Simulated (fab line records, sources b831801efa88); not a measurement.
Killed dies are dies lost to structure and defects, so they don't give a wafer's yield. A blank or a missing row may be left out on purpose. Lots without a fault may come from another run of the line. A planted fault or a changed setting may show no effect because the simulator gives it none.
Which tool did it? | flow sfq_line | 13 lots, 39 wafers sampled, at 1 step of a route of 325

WHAT THE GAUGES READ, wafer by wafer
The record holds no reading of a measuring or inspecting step that can be judged against a usual standard deviation.

WHICH TOOL RAN EACH LOT (tool, then ch and the chambers of the sampled wafers, then the start)
lot  | SFQ_TRILAYER_I3_VIA_ETCH_VIA_ETCH_088
L785 | rie_diel-03 ch 0,1,2, day 43 23:21
L786 | rie_diel-04 ch 1,2, day 49 01:56
L787 | rie_diel-04 ch 0,1,2, day 49 04:20
L788 | rie_diel-03 ch 0,2, day 49 10:20
L789 | rie_diel-04 ch 0,2,3, day 49 12:44
L790 | rie_diel-04 ch 0,1,3, day 49 18:44
L791 | rie_diel-04 ch 0,1,3, day 49 23:32
L795 | rie_diel-02 ch 1,2,3, day 51 02:41
L801 | rie_diel-02 ch 1,2, day 52 16:40
L802 | rie_diel-02 ch 0,2,3, day 56 07:36
L803 | rie_diel-02 ch 0,2,3, day 56 18:24
L804 | rie_diel-02 ch 2,3, day 57 04:00
L805 | rie_diel-02 ch 1,3, day 57 12:31
- SFQ_TRILAYER_I3_VIA_ETCH_VIA_ETCH_088: etches SiO2 in CHF3, stops on Nb, target depth 260 nm.

WHAT THE TOOLS THEMSELVES READ (means of the sampled wafers that have a number; where no wafer has one, the mark that the record gives instead)
SFQ_TRILAYER_I3_VIA_ETCH_VIA_ETCH_088. Usual: drypump_motor_current_A 6.0 A, standard deviation 0.52; oes_product_au 0.854 a.u., standard deviation 0.0053; rf_fwd_power_W 498.4 W, standard deviation 1.7.
lot  | tool        | drypump_motor_current_A (A) | oes_product_au (a.u.) | rf_fwd_power_W (W) | flag
L785 | rie_diel-03 | 6.1                         | 0.851                 | 498.2              |
L786 | rie_diel-04 | 6.3                         | 0.857                 | 498.8              |
L787 | rie_diel-04 | 5.7                         | 0.854                 | 497.3              |
L788 | rie_diel-03 | 5.9                         | 0.860                 | 497.6              |
L789 | rie_diel-04 | 5.5                         | 0.855                 | 496.8              |
L790 | rie_diel-04 | 5.8                         | 0.853                 | 497.8              |
L791 | rie_diel-04 | 5.8                         | 0.855                 | 526.1              | OFF
L795 | rie_diel-02 | 5.9                         | 0.853                 | 497.3              |
L801 | rie_diel-02 | 5.5                         | 0.857                 | 498.6              |
L802 | rie_diel-02 | 6.3                         | 0.853                 | 498.2              |
L803 | rie_diel-02 | 6.2                         | 0.853                 | 497.6              |
L804 | rie_diel-02 | 6.3                         | 0.853                 | 498.9              |
L805 | rie_diel-02 | 5.9                         | 0.851                 | 498.3              |

THE ANSWER, worked out from the rows above alone
Rule: a lot is off if the mean of its wafers that have a number lies more than 3 standard deviations from the usual mean. A lot without any number at a reading at which 4 lots or more have one is off too. The other lots that the step has rows for count as sound. The gauges are gone through in route order, then the tools' own readings, and for those a lot's mean is taken as printed above. The first step at which some lot is off is used, and at that step the reading that is off furthest; a lot without a number counts as furthest.
Off: L791, at SFQ_TRILAYER_I3_VIA_ETCH_VIA_ETCH_088 (rf_fwd_power_W).
A tool fits if, at that step or a process step before it, it ran every lot that is off, and no sound lot after the first of them. One fits: rie_diel-04 at SFQ_TRILAYER_I3_VIA_ETCH_VIA_ETCH_088. Its last sound lot is L790 (day 49 18:44), its first lot that is off L791 (day 49 23:32): a fault that began between those two fits.
The tool's own readings at SFQ_TRILAYER_I3_VIA_ETCH_VIA_ETCH_088 bear it out: on the lots that are off they differ by more than 5 times the standard deviation of the sound lots' means. rf_fwd_power_W reads 526.1 W there against 497.9 W on the sound lots.

WHAT THE SIMULATOR HAD PUT IN
Process parameter drift: rie_diel-04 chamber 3, from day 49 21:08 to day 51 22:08, at SFQ_TRILAYER_I3_VIA_ETCH_VIA_ETCH_088. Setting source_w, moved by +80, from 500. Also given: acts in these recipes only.
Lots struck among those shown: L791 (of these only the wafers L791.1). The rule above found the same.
